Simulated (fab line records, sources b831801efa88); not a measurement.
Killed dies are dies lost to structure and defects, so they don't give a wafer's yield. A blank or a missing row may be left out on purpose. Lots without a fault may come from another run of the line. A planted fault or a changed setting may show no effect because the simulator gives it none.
Which tool did it? | flow sky130 | 10 lots, 30 wafers sampled, at 1 step of a route of 708

WHAT THE GAUGES READ, wafer by wafer
SKY_METAL1_RS_MEAS_05: measures by four-point-probe.
lot  | measured     | on            | METAL1_ALCU_RS (ohm/sq)
L528 | day 31 15:42 | film_metro-04 | 0.1284 0.1264 0.1258
L529 | day 31 19:11 | film_metro-01 | 0.1248 0.1267 0.1265
L530 | day 32 11:53 | film_metro-01 | 0.1259 0.1264 0.1274
L531 | day 33 00:42 | film_metro-04 | 0.1252 0.1266 0.1274
L537 | day 34 21:50 | film_metro-01 | 0.1282 0.1285 0.1280
L538 | day 35 05:14 | film_metro-03 | 0.1274 0.1267 0.1267
L541 | day 36 06:11 | film_metro-01 | 0.1254 0.1252 0.1254
L543 | day 37 03:25 | film_metro-03 | 0.1273 0.1273 0.1270
L546 | day 37 16:53 | film_metro-01 | 0.1261 0.1265 0.1252
L551 | day 38 22:14 | film_metro-01 | 0.1279 0.1275 0.1276

WHICH TOOL RAN EACH LOT (tool, then ch and the chambers of the sampled wafers, then the start)
The record holds no process step before these readings.

WHAT THE TOOLS THEMSELVES READ (means of the sampled wafers that have a number; where no wafer has one, the mark that the record gives instead)
The record holds no such reading with a usual standard deviation.

THE ANSWER, worked out from the rows above alone
Rule: what is usual is taken from the lots themselves. Put in order of their means at a reading, lots are off if they are a third of the lots or fewer, leave a main group of 4 or more, and stand apart from it by a gap of 3 or more times the standard deviation of the main group's means; of several such gaps the widest counts. A main group whose means are all the same, to the digits that the tables above print for the reading, isn't used. A lot without any number at a reading at which 4 lots or more have one is off too. The other lots that the step has rows for count as sound. The gauges are gone through in route order, then the tools' own readings, and for those a lot's mean is taken as printed above. The first step at which some lot is off is used, and at that step the reading that is off furthest; a lot without a number counts as furthest.
No lot is off at any reading shown: from this, nothing can be told.

WHAT THE SIMULATOR HAD PUT IN
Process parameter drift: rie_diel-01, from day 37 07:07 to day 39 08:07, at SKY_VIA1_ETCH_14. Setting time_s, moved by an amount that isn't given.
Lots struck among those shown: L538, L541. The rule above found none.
